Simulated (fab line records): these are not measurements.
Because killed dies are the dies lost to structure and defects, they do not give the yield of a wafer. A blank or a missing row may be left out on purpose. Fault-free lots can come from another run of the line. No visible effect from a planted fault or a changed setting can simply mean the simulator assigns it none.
fab line records | flow sky130
[record] lots = 6 | wafers = 18 | last-day = 50
route steps=708 shown LDD_HVN@274 LDD_HVP@278 LDD_LDN@289 PAD_OPEN@708
lots that met no fault: taken from a fault-free run of the same line
start-h: hours from the record's first day to the start of the lot's first wafer shown | wait-h: hours from the lot's prior step to this one | " the same as in the row above | L1.1+2: a single row standing in for several wafers | - no value, or no start was given | * or withheld: withheld | < > ~ a bound
route shown NAME@n: names a module that has steps shown in the file, with the first one's number in the route | usual: the fault-free wafers' mean and standard deviation | same: alike in all rows | chamber/n: place in a boat | sites: the reading at each site | _std_site: how widely they spread, as a standard deviation | _edge_site: inner sites' mean taken away from outer sites' mean | radius-mm: for every site, how far away it sits from the centre of the wafer | mask NAME#n: copy n | behind: the last tool/chamber to shape the wafer | hold: reason for holding the lot/hours on hold/outcome of the hold | device: the n, p or np transistor that did not switch | end of line: at the end of the route, the tests of the same wafers | step lacking rows: just its recipe | killed: not the wafer's yield, but the dies lost to structure and defects at the first sort | map: a wafer's dies, x killed, . not, _ none there
set.NAME: the setting the step ran with; set.NAME@STEP: the setting that earlier step ran with | model.NAME: the simulator's own value behind a step, which no gauge read
lots seen at some steps along the route; tables by step, rows by wafer
services: when a tool's chamber went out of use (start-h, in hours from the record's first day, below 0 if earlier), for how many hours, and the reason
[[steps]]
[step SKY_LDD_HVN_OVL_MEAS_07]
[usual] LDD_HVN_OVL = -1.5/1.1
lot.wafer | tool       | chamber | start-h | wait-h | LDD_HVN_OVL[nm]
L330.1    | overlay-02 | -       | 483.76  | 0.1    | -1.4
L330.2    | "          | -       | "       | "      | -0.3
L330.4    | "          | -       | "       | "      | -2.6
L342.1    | overlay-02 | -       | 590.55  | 0.1    | -1.3
L342.2    | "          | -       | "       | "      | -1.2
L342.6    | "          | -       | "       | "      | -1.4
L343.3    | overlay-01 | -       | 603.71  | 0.1    | -2.1
L343.5    | "          | -       | "       | "      | -2.9
L343.6    | "          | -       | "       | "      | -2.7
L344.1    | overlay-01 | -       | 606.91  | 0.1    | -1.1
L344.4    | "          | -       | "       | "      | -3.4
L344.5    | "          | -       | "       | "      | -1.4
L346.1    | overlay-02 | -       | 622.56  | 0.1    | -1.6
L346.2    | "          | -       | "       | "      | 0.1
L346.6    | "          | -       | "       | "      | -1.7
L351.1    | overlay-02 | -       | 665.91  | 0.1    | -1.7
L351.3    | "          | -       | "       | "      | -2.6
L351.5    | "          | -       | "       | "      | -3.3
[step SKY_LDD_HVN_IMPLANT_08]
[recipe] species = P | energy-kev = 60 | dose-cm2 = 3e+13 | tilt-deg = 40
[step SKY_LDD_HVN_STRIP_09]
[recipe] chemistry = O2/N2 | power-w = 1400 | pressure-mtorr = 1500 | platen-temp-c = withheld | o2-flow-sccm = 3000 | n2-flow-sccm = 300 | overash-fraction = 0.5
[usual] drypump-motor-current-A = 5.7/0.54 | oes-product-au = 0.409/0.0046 | strip-time-to-endpoint-s = 4.139/0.017
[same] overash-fraction = 0.5
lot.wafer | tool            | chamber | start-h | wait-h | drypump-motor-current-A | oes-product-au | rf-hours-counter-h | strip-time-to-endpoint-s
L330.1    | plasma-asher-03 | 0       | 483.95  | 0.1    | 5.8                     | 0.413          | 38                 | 4.122
L330.2    | "               | 1       | "       | "      | 5.5                     | 0.405          | 38                 | 4.145
L330.4    | "               | 1       | "       | "      | 5.5                     | 0.417          | -                  | 4.140
L342.1    | plasma-asher-04 | 1       | 590.73  | 0.1    | 6.2                     | 0.411          | 17                 | 4.168
L342.2    | "               | 0       | "       | "      | 6.5                     | 0.413          | 17                 | 4.149
L342.6    | "               | 0       | "       | "      | 6.5                     | 0.409          | -                  | 4.141
L343.3    | plasma-asher-04 | 0       | 603.92  | 0.1    | 6.4                     | 0.414          | -                  | 4.123
L343.5    | "               | 0       | "       | "      | 6.5                     | 0.406          | -                  | 4.143
L343.6    | "               | 1       | "       | "      | 6.2                     | 0.410          | -                  | 4.137
L344.1    | plasma-asher-03 | 1       | 607.10  | 0.1    | 5.5                     | 0.408          | 51                 | 4.144
L344.4    | "               | 1       | "       | "      | 5.5                     | 0.408          | -                  | 4.143
L344.5    | "               | 0       | "       | "      | 5.8                     | 0.414          | -                  | 4.148
L346.1    | plasma-asher-03 | 1       | 622.75  | 0.1    | 5.5                     | 0.407          | 52                 | 4.112
L346.2    | "               | 0       | "       | "      | 5.7                     | 0.406          | 52                 | 4.118
L346.6    | "               | 1       | "       | "      | 5.5                     | 0.411          | -                  | 4.123
L351.1    | plasma-asher-03 | 0       | 666.10  | 0.1    | 5.7                     | 0.411          | 57                 | 4.136
L351.3    | "               | 1       | "       | "      | 5.5                     | 0.409          | -                  | 4.147
L351.5    | "               | 0       | "       | "      | 5.7                     | 0.411          | -                  | 4.151
[step SKY_LDD_HVN_TW_MEAS_10]
[usual] LDD_HVN_TW = 1428/8.8
lot.wafer | tool          | chamber | start-h | wait-h | LDD_HVN_TW
L330.1    | film-metro-03 | -       | 484.05  | 0.1    | 1417
L330.2    | "             | -       | "       | "      | 1410
L330.4    | "             | -       | "       | "      | 1412
L342.1    | film-metro-02 | -       | 590.83  | 0.1    | 1415
L342.2    | "             | -       | "       | "      | 1414
L342.6    | "             | -       | "       | "      | 1425
L343.3    | film-metro-02 | -       | 604.00  | 0.1    | 1430
L343.5    | "             | -       | "       | "      | 1434
L343.6    | "             | -       | "       | "      | 1427
L344.1    | film-metro-04 | -       | 607.20  | 0.1    | 1442
L344.4    | "             | -       | "       | "      | 1437
L344.5    | "             | -       | "       | "      | 1426
L346.1    | film-metro-02 | -       | 622.85  | 0.1    | 1428
L346.2    | "             | -       | "       | "      | 1427
L346.6    | "             | -       | "       | "      | 1430
L351.1    | film-metro-03 | -       | 666.20  | 0.1    | 1428
L351.3    | "             | -       | "       | "      | 1433
L351.5    | "             | -       | "       | "      | 1425
[step SKY_LDD_HVP_DEHYDRATE_00]
[recipe] temp-c = 200 | time-s = 60
[step SKY_LDD_HVP_HMDS_01]
[recipe] prime-time-s = 60 | prime-temp-c = 120
[step SKY_LDD_HVP_COAT_02]
[recipe] resist = NOVOLAK | spin-rpm = 3000 | resist-thk-nm = 300
[step SKY_LDD_HVP_SOFTBAKE_03]
[recipe] temp-c = 90 | time-s = 60 | resist = NOVOLAK
[step SKY_LDD_HVP_EXPOSE_04]
[recipe] mask-id = HVPTM | na = 0.6 | source-shape = conventional | sigma-outer = 0.6 | polarization = unpolarized | target-cd-nm = 700 | dose-mj = 86
[step SKY_LDD_HVP_PEB_05]
[recipe] temp-c = withheld | time-s = * | resist = NOVOLAK
[step SKY_LDD_HVP_DEVELOP_06]
[recipe] resist = NOVOLAK | developer = TMAH | develop-time-s = 60 | dev-temp-c = 23
[step SKY_LDD_HVP_OVL_MEAS_07]
[usual] LDD_HVP_OVL = -1.0/1.7
lot.wafer | tool       | chamber | start-h | wait-h | LDD_HVP_OVL[nm]
L330.1    | overlay-02 | -       | 514.44  | 0.1    | -1.7
L330.2    | "          | -       | "       | "      | -3.2
L330.4    | "          | -       | "       | "      | -3.7
L342.1    | overlay-01 | -       | 619.93  | 0.1    | 0.8
L342.2    | "          | -       | "       | "      | 0.0
L342.6    | "          | -       | "       | "      | 1.5
L343.3    | overlay-01 | -       | 631.84  | 0.1    | -1.0
L343.5    | "          | -       | "       | "      | -0.4
L343.6    | "          | -       | "       | "      | -0.3
L344.1    | overlay-01 | -       | 636.13  | 0.1    | -3.2
L344.4    | "          | -       | "       | "      | -4.3
L344.5    | "          | -       | "       | "      | -2.4
L346.1    | overlay-01 | -       | 651.53  | 0.1    | -3.1
L346.2    | "          | -       | "       | "      | -3.1
L346.6    | "          | -       | "       | "      | -2.6
L351.1    | overlay-01 | -       | 694.10  | 0.1    | -2.5
L351.3    | "          | -       | "       | "      | -3.5
L351.5    | "          | -       | "       | "      | -3.2
[step SKY_LDD_HVP_IMPLANT_08]
[recipe] species = B | energy-kev = 19.88 | dose-cm2 = 1.7e+13 | tilt-deg = 17.9
[usual] beam-on-s = 9.97/0.22 | end-station-pressure-torr = 5.09e-06/3e-07 | faraday-current-uA = 96.2/2.1
lot.wafer | tool         | chamber | start-h | wait-h | beam-on-s | end-station-pressure-torr | faraday-current-uA
L330.1    | implanter-04 | 0       | 514.47  | 0.0    | 10.32     | 5.01e-06                  | 92.8
L330.2    | "            | 0       | "       | "      | 10.18     | 5.18e-06                  | 94.6
L330.4    | "            | 0       | "       | "      | 10.29     | 5.06e-06                  | 93.3
L342.1    | implanter-04 | 0       | 619.97  | 0.0    | 10.18     | 4.53e-06                  | 94.6
L342.2    | "            | 0       | "       | "      | 10.33     | 4.71e-06                  | 93.3
L342.6    | "            | 0       | "       | "      | 10.24     | 5.42e-06                  | 93.8
L343.3    | implanter-02 | 0       | 631.92  | 0.1    | 12.48     | 0.00010579                | 77.6
L343.5    | "            | 0       | "       | "      | 12.38     | 0.00011211                | 78.3
L343.6    | "            | 0       | "       | "      | 12.49     | 0.00010401                | 77.7
L344.1    | implanter-02 | 0       | 636.17  | 0.0    | 12.75     | 0.00011159                | 75.9
L344.4    | "            | 0       | "       | "      | 12.62     | 0.00011277                | 76.9
L344.5    | "            | 0       | "       | "      | 12.44     | 0.00011273                | 77.8
L346.1    | implanter-03 | 0       | 651.57  | 0.0    | 9.86      | 5.4e-06                   | 97.0
L346.2    | "            | 0       | "       | "      | 9.91      | 4.6e-06                   | 96.5
L346.6    | "            | 0       | "       | "      | 10.03     | 4.92e-06                  | 96.1
L351.1    | implanter-02 | 0       | 694.13  | 0.0    | 10.13     | 4.79e-06                  | 94.3
L351.3    | "            | 0       | "       | "      | 9.91      | 5.3e-06                   | 96.7
L351.5    | "            | 0       | "       | "      | 10.25     | 5e-06                     | 93.5
[step SKY_LDD_HVP_STRIP_09]
[recipe] chemistry = O2/N2 | power-w = 1400 | pressure-mtorr = 1500 | platen-temp-c = withheld | o2-flow-sccm = 3000 | n2-flow-sccm = 300 | overash-fraction = 0.5
[usual] drypump-motor-current-A = 5.6/0.46 | oes-product-au = 0.408/0.0048 | strip-time-to-endpoint-s = 4.137/0.015
[same] overash-fraction = 0.5
lot.wafer | tool            | chamber | start-h | wait-h | drypump-motor-current-A | oes-product-au | rf-hours-counter-h | strip-time-to-endpoint-s
L330.1    | plasma-asher-01 | 0       | 514.62  | 0.1    | 4.8                     | 0.409          | 83                 | 4.145
L330.2    | "               | 1       | "       | "      | 6.2                     | 0.402          | 83                 | 4.123
L330.4    | "               | 1       | "       | "      | 6.2                     | 0.405          | -                  | 4.133
L342.1    | plasma-asher-02 | 0       | 620.12  | 0.1    | 5.6                     | 0.412          | 76                 | 4.142
L342.2    | "               | 1       | "       | "      | 5.8                     | 0.410          | 76                 | 4.147
L342.6    | "               | 1       | "       | "      | 5.8                     | 0.404          | -                  | 4.145
L343.3    | plasma-asher-03 | 1       | 632.05  | 0.1    | 5.5                     | 0.416          | -                  | 4.134
L343.5    | "               | 0       | "       | "      | 5.8                     | 0.417          | -                  | 4.139
L343.6    | "               | 1       | "       | "      | 5.5                     | 0.415          | -                  | 4.114
L344.1    | plasma-asher-02 | 1       | 636.32  | 0.1    | 5.8                     | 0.405          | 77                 | 4.166
L344.4    | "               | 0       | "       | "      | 5.6                     | 0.405          | -                  | 4.137
L344.5    | "               | 0       | "       | "      | 5.6                     | 0.406          | -                  | 4.152
L346.1    | plasma-asher-01 | 1       | 651.72  | 0.1    | 6.2                     | 0.400          | 96                 | 4.139
L346.2    | "               | 0       | "       | "      | 4.8                     | 0.398          | 96                 | 4.153
L346.6    | "               | 1       | "       | "      | 6.2                     | 0.414          | -                  | 4.151
L351.1    | plasma-asher-01 | 1       | 694.28  | 0.1    | 6.2                     | 0.410          | 100                | 4.140
L351.3    | "               | 1       | "       | "      | 6.2                     | 0.405          | -                  | 4.151
L351.5    | "               | 1       | "       | "      | 6.2                     | 0.409          | -                  | 4.155
[step SKY_LDD_HVP_TW_MEAS_10]
[usual] LDD_HVP_TW = 454.4/2.9
lot.wafer | tool          | chamber | start-h | wait-h | LDD_HVP_TW
L330.1    | film-metro-04 | -       | 514.72  | 0.1    | 453.2
L330.2    | "             | -       | "       | "      | 453.1
L330.4    | "             | -       | "       | "      | 455.8
L342.1    | film-metro-04 | -       | 620.22  | 0.1    | 455.8
L342.2    | "             | -       | "       | "      | 454.4
L342.6    | "             | -       | "       | "      | 453.5
L343.3    | film-metro-01 | -       | 632.14  | 0.1    | 490.5
L343.5    | "             | -       | "       | "      | 490.2
L343.6    | "             | -       | "       | "      | 493.0
L344.1    | film-metro-01 | -       | 636.42  | 0.1    | 491.0
L344.4    | "             | -       | "       | "      | 490.1
L344.5    | "             | -       | "       | "      | 489.3
L346.1    | film-metro-01 | -       | 651.82  | 0.1    | 456.2
L346.2    | "             | -       | "       | "      | 457.2
L346.6    | "             | -       | "       | "      | 455.1
L351.1    | film-metro-04 | -       | 694.38  | 0.1    | 456.4
L351.3    | "             | -       | "       | "      | 457.5
L351.5    | "             | -       | "       | "      | 456.3
[step SKY_LDD_LDN_DEHYDRATE_00]
[recipe] temp-c = 200 | time-s = 60
[step SKY_PAD_OPEN_PROBE_99]
[usual] killed_at_M0_to_M3 = 43/6.4 | killed_at_M4_up = 3.5/1.8 | killed-at-contacts = 25/5.7 | killed-at-front-end = 15/3.9 | killed-at-other = 0.3/0.67 | killed-dies = 87/8.6 | killed-on-rim = 17/3.9 | killed-open = 47/6.7 | killed-short = 39/5.9
[same] gross-dies = 492 | killed-at-back-side = 0
lot.wafer | tool      | chamber | start-h | wait-h | killed_at_M0_to_M3 | killed_at_M4_up | killed-at-contacts | killed-at-front-end | killed-at-other | killed-dies | killed-on-rim | killed-open | killed-short | model.etest.tip_p_5v.rs-ohm-sq | model.etest.pfet-g5v0d10v5.r-on-ohm-um
L330.1    | prober-01 | -       | 1088.43 | 0.1    | 38                 | 2               | 26                 | 16                  | 0               | 82          | 20            | 44          | 38           | 2858                           | 4666
L330.2    | prober-01 | -       | 1088.48 | 0.1    | 39                 | 2               | 48                 | 14                  | 1               | 104         | 16            | 56          | 47           | 2856                           | 4706
L330.4    | prober-01 | -       | 1088.58 | 0.2    | 42                 | 2               | 28                 | 19                  | 0               | 91          | 17            | 59          | 32           | 2841                           | 4683
L342.1    | prober-02 | -       | 1159.86 | 0.1    | 38                 | 2               | 26                 | 11                  | 1               | 78          | 21            | 37          | 41           | 2884                           | 4850
L342.2    | prober-02 | -       | 1159.91 | 0.1    | 46                 | 2               | 16                 | 16                  | 0               | 80          | 14            | 44          | 36           | 2850                           | 4687
L342.6    | prober-02 | -       | 1160.11 | 0.2    | 49                 | 2               | 16                 | 16                  | 2               | 85          | 16            | 44          | 40           | 2856                           | 4749
L343.3    | prober-01 | -       | 1165.41 | 0.2    | 48                 | 4               | 22                 | 10                  | 0               | 84          | 16            | 42          | 42           | 2452                           | 4613
L343.5    | prober-01 | -       | 1165.51 | 0.2    | 49                 | 1               | 35                 | 9                   | 0               | 94          | 17            | 57          | 37           | 2424                           | 4617
L343.6    | prober-01 | -       | 1165.56 | 0.2    | 43                 | 0               | 30                 | 11                  | 0               | 84          | 17            | 54          | 30           | 2438                           | 4638
L344.1    | prober-02 | -       | 1170.60 | 0.1    | 52                 | 3               | 27                 | 14                  | 1               | 97          | 22            | 52          | 45           | 2457                           | 4738
L344.4    | prober-02 | -       | 1170.75 | 0.2    | 43                 | 3               | 26                 | 18                  | 0               | 90          | 17            | 55          | 35           | 2451                           | 4744
L344.5    | prober-02 | -       | 1170.80 | 0.2    | 48                 | 4               | 19                 | 20                  | 0               | 91          | 20            | 46          | 45           | 2438                           | 4704
L346.1    | prober-02 | -       | 1178.02 | 0.1    | 34                 | 7               | 21                 | 10                  | 0               | 72          | 14            | 39          | 33           | 2857                           | 4743
L346.2    | prober-02 | -       | 1178.07 | 0.1    | 51                 | 4               | 20                 | 14                  | 0               | 89          | 20            | 53          | 35           | 2844                           | 4710
L346.6    | prober-02 | -       | 1178.27 | 0.2    | 41                 | 3               | 16                 | 20                  | 0               | 80          | 20            | 43          | 37           | 2864                           | 4716
L351.1    | prober-02 | -       | 1201.40 | 0.1    | 34                 | 6               | 24                 | 9                   | 1               | 74          | 14            | 35          | 39           | 2830                           | 4684
L351.3    | prober-02 | -       | 1201.50 | 0.2    | 41                 | 4               | 19                 | 16                  | 0               | 80          | 12            | 34          | 46           | 2808                           | 4831
L351.5    | prober-02 | -       | 1201.60 | 0.2    | 39                 | 9               | 16                 | 21                  | 0               | 85          | 16            | 48          | 37           | 2795                           | 4680
// killed by level:class
L330.1 VIA1:geometric-particle:open=12 LI_CONTACT:geometric-particle:open=7 VIA1:geometric-particle:short=7 VIA3:geometric-particle:open=6 POLY_GATE:geometric-particle:short=5 CONTACT:geometric-particle:open=5 VIA2:geometric-particle:open=5 FIELD_ISO:geometric-particle:short=4
L330.2 LI_CONTACT:geometric-particle:open=16 CONTACT:geometric-particle:open=15 LOCAL_INTERCONNECT:geometric-particle:short=7 VIA1:geometric-particle:short=6 VIA1:geometric-particle:open=6 POLY_GATE:geometric-particle:open=5 CONTACT:geometric-particle:short=5 VIA3:geometric-particle:short=5
L330.4 CONTACT:geometric-particle:open=12 LI_CONTACT:geometric-particle:open=10 VIA1:geometric-particle:open=10 VIA2:geometric-particle:open=8 FIELD_ISO:geometric-particle:open=6 METAL2:geometric-particle:short=5 VIA3:geometric-particle:open=5 FIELD_ISO:geometric-particle:short=4
L342.1 LOCAL_INTERCONNECT:geometric-particle:short=8 VIA3:geometric-particle:open=8 LI_CONTACT:geometric-particle:open=6 VIA1:geometric-particle:open=6 POLY_GATE:geometric-particle:short=5 CONTACT:geometric-particle:open=5 METAL1:geometric-particle:short=5 METAL2:geometric-particle:short=5
L342.2 VIA1:geometric-particle:open=9 VIA3:geometric-particle:open=8 VIA2:geometric-particle:open=8 FIELD_ISO:geometric-particle:short=7 CONTACT:geometric-particle:open=5 LOCAL_INTERCONNECT:geometric-particle:open=4 METAL1:geometric-particle:short=4 METAL2:geometric-particle:short=4
L342.6 VIA1:geometric-particle:open=12 METAL2:geometric-particle:short=11 VIA3:geometric-particle:open=7 CONTACT:geometric-particle:open=6 POLY_GATE:geometric-particle:open=5 LOCAL_INTERCONNECT:geometric-particle:short=4 VIA1:geometric-particle:short=4 VIA2:geometric-particle:open=4
L343.3 VIA1:geometric-particle:open=10 LI_CONTACT:geometric-particle:open=8 METAL1:geometric-particle:short=7 LOCAL_INTERCONNECT:geometric-particle:short=6 METAL2:geometric-particle:short=6 VIA2:geometric-particle:open=6 VIA1:geometric-particle:short=5 METAL3:geometric-particle:short=5
L343.5 VIA3:geometric-particle:open=13 LI_CONTACT:geometric-particle:open=11 CONTACT:geometric-particle:open=10 VIA2:geometric-particle:open=8 VIA1:geometric-particle:open=7 METAL1:geometric-particle:short=6 LI_CONTACT:geometric-particle:short=5 LOCAL_INTERCONNECT:geometric-particle:short=5
L343.6 VIA2:geometric-particle:open=11 VIA1:geometric-particle:open=11 LI_CONTACT:geometric-particle:open=9 CONTACT:geometric-particle:open=8 LOCAL_INTERCONNECT:geometric-particle:short=6 METAL2:geometric-particle:short=5 VIA3:geometric-particle:open=5 FIELD_ISO:geometric-particle:short=3
L344.1 VIA2:geometric-particle:open=11 LI_CONTACT:geometric-particle:open=9 CONTACT:geometric-particle:open=9 METAL1:geometric-particle:short=9 METAL2:geometric-particle:short=8 VIA3:geometric-particle:open=8 VIA1:geometric-particle:open=6 VIA2:geometric-particle:short=5
L344.4 LI_CONTACT:geometric-particle:open=14 VIA1:geometric-particle:open=10 FIELD_ISO:geometric-particle:open=9 VIA3:geometric-particle:open=7 VIA2:geometric-particle:open=6 VIA3:geometric-particle:short=4 POLY_GATE:geometric-particle:short=4 CONTACT:geometric-particle:open=4
L344.5 CONTACT:geometric-particle:open=8 VIA3:geometric-particle:open=8 FIELD_ISO:geometric-particle:open=6 METAL1:geometric-particle:short=6 LI_CONTACT:geometric-particle:open=5 VIA1:geometric-particle:short=5 VIA1:geometric-particle:open=5 METAL3:geometric-particle:short=5
L346.1 VIA1:geometric-particle:open=7 CONTACT:geometric-particle:open=7 LI_CONTACT:geometric-particle:open=6 VIA2:geometric-particle:open=6 METAL4:geometric-particle:short=6 VIA1:geometric-particle:short=5 VIA3:geometric-particle:short=5 LI_CONTACT:geometric-particle:short=4
L346.2 VIA1:geometric-particle:open=14 METAL2:geometric-particle:short=10 VIA2:geometric-particle:open=10 CONTACT:geometric-particle:open=9 VIA3:geometric-particle:open=7 FIELD_ISO:geometric-particle:open=5 LI_CONTACT:geometric-particle:open=5 VIA1:geometric-particle:short=4
L346.6 VIA1:geometric-particle:open=10 METAL2:geometric-particle:short=10 CONTACT:geometric-particle:open=8 METAL1:geometric-particle:short=5 POLY_CUT:geometric-particle:open=5 VIA1:geometric-particle:short=4 VIA3:geometric-particle:open=4 FIELD_ISO:geometric-particle:open=3
L351.1 VIA3:geometric-particle:open=7 CONTACT:geometric-particle:open=6 LI_CONTACT:geometric-particle:short=6 VIA1:geometric-particle:open=6 LI_CONTACT:geometric-particle:open=5 VIA3:geometric-particle:short=5 METAL4:geometric-particle:short=5 VIA1:geometric-particle:short=4
L351.3 METAL2:geometric-particle:short=8 LOCAL_INTERCONNECT:geometric-particle:short=6 LI_CONTACT:geometric-particle:open=5 METAL3:geometric-particle:short=5 VIA1:geometric-particle:open=5 VIA2:geometric-particle:open=5 FIELD_ISO:geometric-particle:open=4 FIELD_ISO:geometric-particle:short=4
L351.5 FIELD_ISO:geometric-particle:open=8 POLY_GATE:geometric-particle:open=8 LI_CONTACT:geometric-particle:open=8 VIA1:geometric-particle:open=8 METAL4:geometric-particle:short=8 METAL1:geometric-particle:short=7 VIA3:geometric-particle:open=6 METAL3:geometric-particle:short=4
[[services]]
tool            | chamber | start-h | hours | kind
plasma-asher-01 | -       | 468.53  | 15.6  | pm
implanter-04    | -       | 508.45  | 1.9   | repair
plasma-asher-02 | -       | 509.61  | 1.2   | repair
implanter-02    | -       | 532.71  | 2.3   | repair
plasma-asher-01 | -       | 537.11  | 3.8   | repair
implanter-04    | -       | 537.33  | 2.5   | pm
implanter-02    | -       | 568.22  | 2.8   | pm
implanter-04    | -       | 593.93  | 3.0   | pm
plasma-asher-01 | -       | 631.24  | 1.1   | repair
implanter-04    | -       | 634.06  | 6.8   | repair
implanter-04    | -       | 651.56  | 127.5 | pm
[[key]]
[first-sign] step = SKY_LDD_HVP_IMPLANT_08 | reading = end-station-pressure-torr | direction = up | sigmas = 99+ | usual = 5.09e-06 | struck = 0.00010984
[effect] step = SKY_LDD_HVP_IMPLANT_08 | reading = beam-on-s | direction = up | sigmas = 12 | usual = 9.97 | struck = 12.53
[effect] step = SKY_LDD_HVP_TW_MEAS_10 | reading = LDD_HVP_TW | direction = up | sigmas = 13 | usual = 454.4 | struck = 490.7
[model-effect] step = SKY_PAD_OPEN_PROBE_99 | value = etest.tip_p_5v.rs-ohm-sq | without = 2852 | struck = 2443
met-at SKY_LDD_HVP_IMPLANT_08
struck-wafers L343.3,L343.5,L343.6,L344.1,L344.4,L344.5
tester-left-out L343,L344
[fault] kind = process-parameter-drift | tool = implanter-02 | chamber = - | onset-h = 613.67 | steps = SKY_LDD_HVP_IMPLANT_08 | channel = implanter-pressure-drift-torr | offset = 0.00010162 | shape = step | end-h = 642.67
[fault] kind = process-parameter-drift | tool = implanter-02 | chamber = - | onset-h = 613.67 | steps = SKY_LDD_HVP_IMPLANT_08 | channel = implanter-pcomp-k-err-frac | offset = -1 | shape = step | end-h = 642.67
// tester-left-out: of these lots the tester's yield and bins aren't shown, on N5 and GAA mostly nor the transistor test; their killed dies are dies lost to structure and defects alone, not to doping, threshold or leakage, so they don't give the yield
